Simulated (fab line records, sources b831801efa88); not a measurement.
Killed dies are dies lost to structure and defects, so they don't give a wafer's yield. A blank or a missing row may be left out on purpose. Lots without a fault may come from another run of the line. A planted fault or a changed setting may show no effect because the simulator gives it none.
Split-lot experiment | flow sky130 | 5 lots, 23 wafers read, on a route of 708 steps

THE SPLIT
At SKY_POLY_CUT_COAT_03 (resist thk 450 nm), the setting resist_thk_nm was moved away from the recipe's 450 nm on 12 of the 23 wafers read, by -5.4% to +6.0%. The other wafers ran this setting at the recipe's value.

The reading is taken at the split's own step.

THE READING
KrF-thick_of_POLY_CUT_COAT_03.thk_nm (the simulator's own value, which no gauge read), in nm, at SKY_POLY_CUT_COAT_03 (resist thk 450 nm). The file gives no usual value for it. The 11 wafers here that ran the recipe average 449.3 nm, standard deviation 0.53 nm.

wafer  | tool, chamber at the split | resist_thk_nm as run, nm | against the recipe | KrF-thick_of_POLY_CUT_COAT_03.thk_nm, nm | against lot-mates on the recipe
L074.1 | litho_track-04, 0          | 450                      | recipe             | 448.9                                    | -
L074.4 | litho_track-04, 0          | 450                      | recipe             | 448.6                                    | -
L074.5 | litho_track-04, 0          | 450                      | recipe             | 449.6                                    | -
L078.1 | litho_track-02, 0          | 476.9                    | +6.0%              | 478.6                                    | +28.8
L078.2 | litho_track-02, 0          | 476.9                    | +6.0%              | 478.4                                    | +28.6
L078.3 | litho_track-02, 0          | 450                      | recipe             | 450.1                                    | -
L078.4 | litho_track-02, 0          | 476.9                    | +6.0%              | 476.3                                    | +26.5
L078.5 | litho_track-02, 0          | 450                      | recipe             | 449.5                                    | -
L075.1 | litho_track-02, 0          | 470                      | +4.4%              | 470.8                                    | +21.3
L075.2 | litho_track-02, 0          | 470                      | +4.4%              | 472.5                                    | +23.0
L075.3 | litho_track-02, 0          | 450                      | recipe             | 449.3                                    | -
L075.4 | litho_track-02, 0          | 450                      | recipe             | 449.7                                    | -
L075.5 | litho_track-02, 0          | 470                      | +4.4%              | 470.5                                    | +21.0
L080.1 | litho_track-04, 0          | 461.5                    | +2.6%              | 460.2                                    | +11.1
L080.2 | litho_track-04, 0          | 461.5                    | +2.6%              | 461.1                                    | +12.0
L080.3 | litho_track-04, 0          | 450                      | recipe             | 450                                      | -
L080.5 | litho_track-04, 0          | 461.5                    | +2.6%              | 460.4                                    | +11.2
L080.6 | litho_track-04, 0          | 450                      | recipe             | 448.3                                    | -
L084.1 | litho_track-04, 0          | 425.5                    | -5.4%              | 424.2                                    | -25.1
L084.3 | litho_track-04, 0          | 425.5                    | -5.4%              | 424.2                                    | -25.1
L084.4 | litho_track-04, 0          | 425.5                    | -5.4%              | 425.9                                    | -23.4
L084.5 | litho_track-04, 0          | 450                      | recipe             | 449.3                                    | -
L084.6 | litho_track-04, 0          | 450                      | recipe             | 449.2                                    | -

THE FIT
A straight line over all 23 wafers: KrF-thick_of_POLY_CUT_COAT_03.thk_nm changes by +4.67 nm for each +1% of resist_thk_nm; r = +1.00; the points scatter about the line by 0.94 nm.
The same after taking each lot's own level away (the mean of its wafers on the recipe; 23 wafers): +4.63 nm for each +1%; r = +1.00; scatter 0.86 nm.
On that fit, the largest move of resist_thk_nm shifts the reading by 28 nm.
The lots' own levels span 449.03 to 449.80 nm, that is 1.4 times the standard deviation above.
So the lot-to-lot level changes the slope little: the two slopes agree.
Check: with one of the wafers moved furthest among these (+6.0%) left out of the fit, the line predicts +27.8 nm for it against its lot-mates. It came out at +28.8 nm against them.

OTHER SPLITS ON THESE WAFERS
These wafers also went through other splits before the reading. Each is held against what the fit with the lots' levels taken away leaves over:
other split on the same wafers         | wafers away from the commonest value | r with KrF-thick_of_POLY_CUT_COAT_03.thk_nm (lot level and that fit taken away)
SKY_SONOS_TUNNEL_IMPLANT_09 energy_kev | 10                                   | -0.19
SKY_GATE_OXIDE_OXIDATION_01 temp_c     | 15                                   | -0.37
SKY_GATE_OXIDE_IMPLANT_11 energy_kev   | 8                                    | -0.01
SKY_POLY_GATE_EXPOSE_10 dose_mj        | 11                                   | -0.02
SKY_POLY_GATE_ETCH_15 source_w         | 11                                   | +0.19
SKY_POLY_GATE_STRIP_18 power_w         | 6                                    | +0.06
SKY_LDD_P_IMPLANT_09 dose_cm2          | 6                                    | -0.03
SKY_LDD_HVN_IMPLANT_08 energy_kev      | 7                                    | -0.13
SKY_LDD_HVP_IMPLANT_08 energy_kev      | 9                                    | -0.03

THE WHOLE CHAIN: every reading that the file lists as answering this split, in the file's order
step                  | what it does      | reading                                                                               | change (the file's fit)              | r (the file's)
SKY_POLY_CUT_COAT_03  | resist thk 450 nm | KrF-thick_of_POLY_CUT_COAT_03.thk_nm (the simulator's own value, which no gauge read) | +4.66 nm for each +1% of the setting | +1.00
SKY_POLY_CUT_STRIP_12 | strips in O2/N2   | strip_time_to_endpoint_s                                                              | withheld for each +1% of the setting | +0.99

THE FILE'S OWN FIT
KrF-thick_of_POLY_CUT_COAT_03.thk_nm changes by +4.66 nm for each +1% of resist_thk_nm, r = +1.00.
